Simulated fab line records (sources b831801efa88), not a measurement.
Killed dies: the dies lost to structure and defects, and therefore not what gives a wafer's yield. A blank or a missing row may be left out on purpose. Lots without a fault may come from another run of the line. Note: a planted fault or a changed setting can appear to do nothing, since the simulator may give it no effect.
One fault through the eyes of 2 desks :: flow sky130 :: each desk holds nothing but its own numbers, with what lay behind them at the end

== DESK OF THE TOOL OWNER: plasma_asher-04 ==
The tool's own readings at SKY_VIA2_STRIP_16 (strips in O2/N2): means of the sampled wafers that have a number, for each lot that ran on this tool. A lot is out of limits, marked OUT, if its mean lies more than 4 standard deviations from the usual mean; the brackets give that distance.
Columns: A = drypump_motor_current_A at SKY_VIA2_STRIP_16, usual 5.8 A; B = oes_product_au at SKY_VIA2_STRIP_16, usual 0.398 a.u.; C = strip_time_to_endpoint_s at SKY_VIA2_STRIP_16, usual 4.035 s
lot: L933
first seen here: day 38 12:23
A: 5.7
B: 0.397
C: 4.031

lot: L937
first seen here: day 39 01:59
A: 5.6
B: 0.398
C: 4.029

lot: L939
first seen here: day 39 21:32
A: 5.9
B: 0.394
C: 4.056

lot: L941
first seen here: day 40 11:51
A: 6.0
B: 0.393
C: 4.040
Finding of this desk: none of the 4 lots has anything out of limits.

== AT THE METROLOGY DESK ==
What the gauges read for every lot (on any tool): the sampled wafers with a number, averaged. A lot is out of limits, marked OUT, if its mean lies more than 4 standard deviations from the usual mean; the brackets give that distance.
Columns: A = cd_nm at SKY_METAL4_CD_MEAS_13, usual 300.1 nm; B = VIA4_W_THK at SKY_VIA4_THK_MEAS_20, usual 490 nm
lot: L928
first seen here: day 41 11:18
A: 299.2
B: 493

lot: L932
first seen here: day 42 22:41
A: 297.8
B: 483

lot: L934
first seen here: day 43 16:14
A: 299.7
B: 491

lot: L933
first seen here: day 43 18:18
A: 301.2
B: 492

lot: L935
first seen here: day 43 22:49
A: 298.1
B: 474

lot: L937
first seen here: day 44 05:36
A: 300.7
B: 487

lot: L938
first seen here: day 44 10:19
A: 301.5
B: 479

lot: L939
first seen here: day 44 23:38
A: 298.5
B: 491

lot: L940
first seen here: day 45 04:37
A: 300.2
B: 502

lot: L941
first seen here: day 45 11:41
A: 300.2
B: 484

lot: L942
first seen here: day 45 15:05
A: 302.6
B: 498

lot: L951
first seen here: day 47 10:02
A: 299.4
B: 487
Finding of this desk: none of the 12 lots has anything out of limits.

== PUT TOGETHER ==
Nothing out of limits was seen by the tool owner's desk.
From the metrology desk's view, nothing was out of limits.

== WHAT THE SIMULATOR HAD PUT IN ==
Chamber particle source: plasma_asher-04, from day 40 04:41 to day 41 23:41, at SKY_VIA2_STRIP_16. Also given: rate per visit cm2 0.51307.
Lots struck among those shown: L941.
